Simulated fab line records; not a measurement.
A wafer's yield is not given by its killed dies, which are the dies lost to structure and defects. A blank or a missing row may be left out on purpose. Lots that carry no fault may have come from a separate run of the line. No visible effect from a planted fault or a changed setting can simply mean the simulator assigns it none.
What tool caused it?    flow gf180mcu    39 wafers from 13 lots sampled at 2 of the route's 602 steps

== WHAT EACH GAUGE READ, for each wafer ==
GF_POLY_GATE_CD_MEAS_18. Usual: cd_nm reads 280.1 nm (standard deviation 1.8).
lot   measured      on         cd_nm (nm)         flag
L714  day 9 12:24   cd_sem-02  278.5 276.4 280.8  
L715  day 9 18:42   cd_sem-01  280.3 278.3 277.6  
L716  day 10 01:49  cd_sem-01  279.6 281.8 282.2  
L717  day 10 09:03  cd_sem-01  280.1 277.6 278.2  
L718  day 10 18:44  cd_sem-01  282.9 283.4 280.9  
L719  day 11 00:09  cd_sem-01  277.8 280.5 277.9  
L720  day 11 08:43  cd_sem-02  277.9 281.9 278.2  
L721  day 11 15:23  cd_sem-01  279.0 279.6 282.3  
L725  day 12 21:18  cd_sem-01  279.2 281.2 279.5  
L728  day 13 18:04  cd_sem-01  281.2 278.9 282.2  
L733  day 15 07:25  cd_sem-01  281.5 281.7 278.5  
L735  day 15 23:40  cd_sem-01  278.9 278.3 279.7  
L736  day 16 02:05  cd_sem-01  281.4 281.0 284.3  

== TOOL THAT RAN EACH LOT (tool first, then ch and the chambers of the sampled wafers, then the start) ==
lot   GF_VT_IMPLANT_RTA_45
L714  rtp_anneal-01 ch 0, day 7 20:43
L715  rtp_anneal-01 ch 0, day 8 02:17
L716  rtp_anneal-02 ch 0, day 8 07:50
L717  rtp_anneal-01 ch 0, day 8 15:07
L718  rtp_anneal-01 ch 0, day 8 21:47
L719  rtp_anneal-01 ch 0, day 9 04:01
L720  rtp_anneal-02 ch 0, day 9 11:41
L721  rtp_anneal-01 ch 0, day 9 17:58
L725  rtp_anneal-01 ch 0, day 10 23:31
L728  rtp_anneal-01 ch 0, day 11 18:10
L733  rtp_anneal-02 ch 0, day 13 05:32
L735  rtp_anneal-01 ch 0, day 13 18:53
L736  rtp_anneal-02 ch 0, day 13 22:07
- GF_VT_IMPLANT_RTA_45: time 30 s.

== AS READ BY THE TOOLS THEMSELVES (means over the sampled wafers that have a number; for cases with no such wafer, the mark the record gives instead) ==
GF_VT_IMPLANT_RTA_45. Usual: anneal_temp_c_max 1053.3, standard deviation 0.94; lamp_power_pct 37.7 %, standard deviation 0.71; wafer_temp_C_max 1054.0, standard deviation 1.1.
lot   tool           anneal_temp_c_max  lamp_power_pct (%)  wafer_temp_C_max  flag
L714  rtp_anneal-01  1052.1             37.0                1052.9            
L715  rtp_anneal-01  1052.3             37.0                1053.6            
L716  rtp_anneal-02  1053.6             38.5                1054.6            
L717  rtp_anneal-01  1052.8             37.0                1052.9            
L718  rtp_anneal-01  1052.3             37.1                1052.9            
L719  rtp_anneal-01  1052.7             37.0                1053.1            
L720  rtp_anneal-02  1054.6             38.4                1054.4            
L721  rtp_anneal-01  1053.6             37.1                1052.9            
L725  rtp_anneal-01  1052.0             37.1                1053.3            
L728  rtp_anneal-01  1053.2             37.1                1054.1            
L733  rtp_anneal-02  1054.2             38.5                1054.8            
L735  rtp_anneal-01  1053.2             37.1                1053.9            
L736  rtp_anneal-02  1054.4             38.4                1054.4            

== THE ANSWER, worked out from the rows above alone ==
Rule: take the mean of a lot's wafers that have a number; if it is more than 3 standard deviations from the usual mean, the lot is off. A lot without any number at a reading at which 4 lots or more have one is off too. Any other lot the step has rows for is counted as sound. First the gauges in route order, then the tools' own readings, where a lot's mean is used as printed above. At the first step where some lot is off, the reading lying furthest off is the one used; lots without a number count as furthest.
No lot is off at any reading shown: from this, nothing can be told.

== WHAT THE SIMULATOR HAD PUT IN ==
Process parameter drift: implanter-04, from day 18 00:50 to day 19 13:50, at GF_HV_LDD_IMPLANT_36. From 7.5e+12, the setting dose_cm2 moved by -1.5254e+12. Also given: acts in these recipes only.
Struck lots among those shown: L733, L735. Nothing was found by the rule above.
